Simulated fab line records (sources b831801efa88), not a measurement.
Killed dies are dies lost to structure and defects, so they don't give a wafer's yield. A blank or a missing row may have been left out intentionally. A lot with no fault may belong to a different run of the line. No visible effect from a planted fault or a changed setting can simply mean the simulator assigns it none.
What tool caused it? | flow sky130 | 14 lots with 42 wafers sampled at 4 steps, on a route of 708 steps

WHAT THE GAUGES SHOWED, per wafer
SKY_VIA1_OVL_MEAS_13. Usual: for VIA1_OVL the level is -6 nm and the standard deviation is 6.2.
lot  | measured     | on         | VIA1_OVL (nm) | flag
L673 | day 33 22:24 | overlay-02 | -3 3 1        |
L674 | day 34 02:27 | overlay-02 | -14 -11 -22   |
L675 | day 34 12:40 | overlay-01 | -4 4 -4       |
L684 | day 37 20:37 | overlay-02 | -22           |
L685 | day 37 20:09 | overlay-02 | -9 -12        |
L686 | day 38 00:57 | overlay-02 | -7 -3 -4      |
L687 | day 38 08:46 | overlay-02 | -7 -6 -21     |
L688 | day 38 16:18 | overlay-02 | -3 -6 -7      |
L689 | day 38 19:15 | overlay-02 | -15 -13 -12   |
L691 | day 39 12:33 | overlay-01 | -6 -7 -3      |
L692 | day 39 22:54 | overlay-01 | 2 0 0         |
L693 | day 40 06:21 | overlay-02 | -4 -9 -9      |
L694 | day 40 08:37 | overlay-02 | -5 -8 -11     |
L695 | day 40 16:12 | overlay-01 | -5 -6 0       |

EACH LOT AND THE TOOL THAT RAN IT (in order: tool; ch and the chambers of the sampled wafers; start)
lot  | SKY_FIELD_ISO_ETCH_14             | SKY_FIELD_ISO_ETCH_15             | SKY_FIELD_ISO_STRIP_16
L673 | rie diel-01 ch 0,2,3, day 2 07:44 | rie diel-01 ch 0,2,3, day 2 07:47 | plasma asher-01 ch 0,1, day 2 07:50
L674 | rie diel-02 ch 1,2, day 2 08:48   | rie diel-02 ch 1,2, day 2 08:50   | plasma asher-03 ch 0,1, day 2 08:54
L675 | rie diel-02 ch 1,2,3, day 2 14:18 | rie diel-02 ch 1,2,3, day 2 14:20 | plasma asher-03 ch 0,1, day 2 14:26
L684 | rie diel-02 ch 2,3, day 4 17:14   | rie diel-02 ch 2,3, day 4 17:17   | plasma asher-03 ch 0,1, day 4 17:22
L685 | rie diel-02 ch 0,1,3, day 4 20:20 | rie diel-02 ch 0,1,3, day 4 20:23 | plasma asher-03 ch 0,1, day 4 20:26
L686 | rie diel-04 ch 2,3, day 5 00:26   | rie diel-04 ch 2,3, day 5 00:29   | plasma asher-01 ch 0,1, day 5 00:32
L687 | rie diel-01 ch 0,3, day 5 06:26   | rie diel-01 ch 0,3, day 5 06:29   | plasma asher-04 ch 0,1, day 5 06:34
L688 | rie diel-04 ch 0,2,3, day 5 12:08 | rie diel-04 ch 0,2,3, day 5 12:11 | plasma asher-04 ch 0,1, day 5 12:14
L689 | rie diel-01 ch 0,1,3, day 5 16:29 | rie diel-01 ch 0,1,3, day 5 16:32 | plasma asher-03 ch 0,1, day 5 16:35
L691 | rie diel-04 ch 0,1,2, day 6 02:50 | rie diel-04 ch 0,1,2, day 6 02:53 | plasma asher-04 ch 0,1, day 6 02:56
L692 | rie diel-04 ch 1,2,3, day 6 07:15 | rie diel-04 ch 1,2,3, day 6 07:17 | plasma asher-03 ch 0,1, day 6 07:21
L693 | rie diel-04 ch 0,3, day 6 12:35   | rie diel-04 ch 0,3, day 6 12:38   | plasma asher-03 ch 1, day 6 12:41
L694 | rie diel-04 ch 1,2, day 6 17:17   | rie diel-04 ch 1,2, day 6 17:20   | plasma asher-03 ch 0,1, day 6 17:25
L695 | rie diel-01 ch 0,2,3, day 6 23:14 | rie diel-01 ch 0,2,3, day 6 23:17 | plasma asher-03 ch 0,1, day 6 23:20
- SKY_FIELD_ISO_ETCH_14: etches BARC in N2/H2, stops on SiO2, time 45.9 s, target depth 60 nm.
- SKY_FIELD_ISO_ETCH_15: etches the open film in CHF3/O2, stops on Si, target depth 180 nm, time 72 s.
- SKY_FIELD_ISO_STRIP_16: strips in O2/N2.

AS READ BY THE TOOLS THEMSELVES (means over the sampled wafers that have a number; for cases with no such wafer, the mark the record gives instead)
SKY_FIELD_ISO_ETCH_14. Usual: drypump motor current A 5.5 A, standard deviation 0.43; n2 flow sccm 100.0 sccm, standard deviation 0.31; oes product au 0.855 a.u., standard deviation 0.0044; run length s 74.2 s, standard deviation 0.46; throttle valve pct 13.225 %, standard deviation 0.0087.
lot  | tool        | drypump motor current A (A) | n2 flow sccm (sccm) | oes product au (a.u.) | run length s (s) | throttle valve pct (%) | flag
L673 | rie diel-01 | 5.7                         | 99.8                | 0.855                 | 73.7             | 13.221                 |
L674 | rie diel-02 | 5.3                         | 99.8                | 0.852                 | 74.1             | 13.212                 |
L675 | rie diel-02 | 5.1                         | 100.2               | 0.853                 | 74.3             | 13.225                 |
L684 | rie diel-02 | 4.9                         | 100.0               | 0.941                 | 48.8             | 13.227                 | OFF
L685 | rie diel-02 | 5.1                         | 100.0               | 0.905                 | 61.6             | 13.232                 | OFF
L686 | rie diel-04 | 5.7                         | 99.9                | 0.857                 | 73.7             | 13.229                 |
L687 | rie diel-01 | 5.6                         | 99.6                | 0.853                 | 73.8             | 13.224                 |
L688 | rie diel-04 | 5.7                         | 99.9                | 0.852                 | 73.9             | 13.225                 |
L689 | rie diel-01 | 5.7                         | 99.7                | 0.855                 | 74.2             | 13.224                 |
L691 | rie diel-04 | 5.5                         | 100.3               | 0.855                 | 74.2             | 13.224                 |
L692 | rie diel-04 | 5.5                         | 99.8                | 0.853                 | 74.1             | 13.216                 |
L693 | rie diel-04 | 6.1                         | 99.8                | 0.852                 | 73.9             | 13.231                 |
L694 | rie diel-04 | 5.2                         | 100.1               | 0.853                 | 74.0             | 13.229                 |
L695 | rie diel-01 | 5.6                         | 100.0               | 0.857                 | 73.7             | 13.227                 |

SKY_FIELD_ISO_ETCH_15. Usual: O2_flow_sccm 5.000 sccm, standard deviation 0.014; drypump motor current A 5.5 A, standard deviation 0.43; oes product au 0.949 a.u., standard deviation 0.0062; run length s 100.3 s, standard deviation 0.46; throttle valve pct 8.844 %, standard deviation 0.0087.
lot  | tool        | O2_flow_sccm (sccm) | drypump motor current A (A) | oes product au (a.u.) | run length s (s) | throttle valve pct (%) | flag
L673 | rie diel-01 | 4.990               | 5.6                         | 0.951                 | 100.1            | 8.849                  |
L674 | rie diel-02 | 5.004               | 5.3                         | 0.949                 | 100.0            | 8.845                  |
L675 | rie diel-02 | 5.001               | 5.1                         | 0.955                 | 100.5            | 8.851                  |
L684 | rie diel-02 | 5.004               | 4.9                         | 0.563                 | 100.7            | 8.731                  | OFF
L685 | rie diel-02 | 4.994               | 5.1                         | 0.761                 | 100.9            | 8.787                  | OFF
L686 | rie diel-04 | 4.999               | 5.7                         | 0.946                 | 99.7             | 8.836                  |
L687 | rie diel-01 | 5.015               | 5.6                         | 0.950                 | 99.9             | 8.847                  |
L688 | rie diel-04 | 5.002               | 5.7                         | 0.948                 | 100.1            | 8.842                  |
L689 | rie diel-01 | 4.995               | 5.7                         | 0.951                 | 100.1            | 8.840                  |
L691 | rie diel-04 | 4.996               | 5.6                         | 0.953                 | 100.1            | 8.846                  |
L692 | rie diel-04 | 5.004               | 5.5                         | 0.955                 | 100.0            | 8.856                  |
L693 | rie diel-04 | 4.988               | 6.0                         | 0.954                 | 100.2            | 8.840                  |
L694 | rie diel-04 | 4.993               | 5.2                         | 0.943                 | 99.9             | 8.848                  |
L695 | rie diel-01 | 4.996               | 5.6                         | 0.947                 | 100.3            | 8.849                  |

SKY_FIELD_ISO_STRIP_16. Usual: drypump motor current A 5.7 A, standard deviation 0.4; n2 flow sccm 300.0 sccm, standard deviation 0.92; oes product au 0.378 a.u., standard deviation 0.0048; strip time to endpoint s 3.55 s, standard deviation 0.036.
lot  | tool            | drypump motor current A (A) | n2 flow sccm (sccm) | oes product au (a.u.) | strip time to endpoint s (s) | flag
L673 | plasma asher-01 | 5.4                         | 300.1               | 0.380                 | 3.54                         |
L674 | plasma asher-03 | 5.7                         | 300.4               | 0.374                 | 3.47                         |
L675 | plasma asher-03 | 5.7                         | 299.8               | 0.382                 | 3.53                         |
L684 | plasma asher-03 | 6.0                         | 300.5               | 0.388                 | 3.80                         | OFF
L685 | plasma asher-03 | 5.7                         | 300.9               | 0.386                 | 3.70                         | OFF
L686 | plasma asher-01 | 5.3                         | 299.9               | 0.378                 | 3.54                         |
L687 | plasma asher-04 | 5.5                         | 299.7               | 0.380                 | 3.53                         |
L688 | plasma asher-04 | 5.5                         | 299.2               | 0.379                 | 3.57                         |
L689 | plasma asher-03 | 5.7                         | 299.5               | 0.376                 | 3.52                         |
L691 | plasma asher-04 | 5.7                         | 300.0               | 0.379                 | 3.57                         |
L692 | plasma asher-03 | 5.7                         | 300.8               | 0.376                 | 3.57                         |
L693 | plasma asher-03 | 5.4                         | 300.8               | 0.378                 | 3.53                         |
L694 | plasma asher-03 | 5.7                         | 299.6               | 0.382                 | 3.58                         |
L695 | plasma asher-03 | 6.0                         | 299.9               | 0.379                 | 3.55                         |

THE ANSWER, worked out from the rows above alone
Rule: a lot counts as off when the mean over its wafers that have a number is more than 3 standard deviations away from the usual mean. Also off: a lot with no number at a reading for which 4 or more lots have one. Where the step has rows for the other lots, those lots are counted as sound. First the gauges in route order, then the tools' own readings, where a lot's mean is used as printed above. The first step at which some lot is off is used, and at that step the reading that is off furthest; a lot without a number counts as furthest.
Off: L684, L685, at SKY_FIELD_ISO_ETCH_14 (run length s).
If a tool, at that step or one of the process steps before it, ran each lot that is off and ran no sound lot following the first of them, it fits. One candidate fits, namely rie diel-02 at SKY_FIELD_ISO_ETCH_14. A fault onset in the window from L675 (day 2 14:18, its last sound lot) to L684 (day 4 17:14, its first lot off) fits.
The tool's own readings at SKY_FIELD_ISO_ETCH_14 bear it out: on the lots that are off they differ by more than 5 times the standard deviation of the sound lots' means. oes product au reads 0.923 a.u. there against 0.854 a.u. on the sound lots; run length s reads 55.2 s there against 74.0 s on the sound lots.

WHAT THE SIMULATOR PUT IN
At SKY_FIELD_ISO_ETCH_14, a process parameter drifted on rie diel-02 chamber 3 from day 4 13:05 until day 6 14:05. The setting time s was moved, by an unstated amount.
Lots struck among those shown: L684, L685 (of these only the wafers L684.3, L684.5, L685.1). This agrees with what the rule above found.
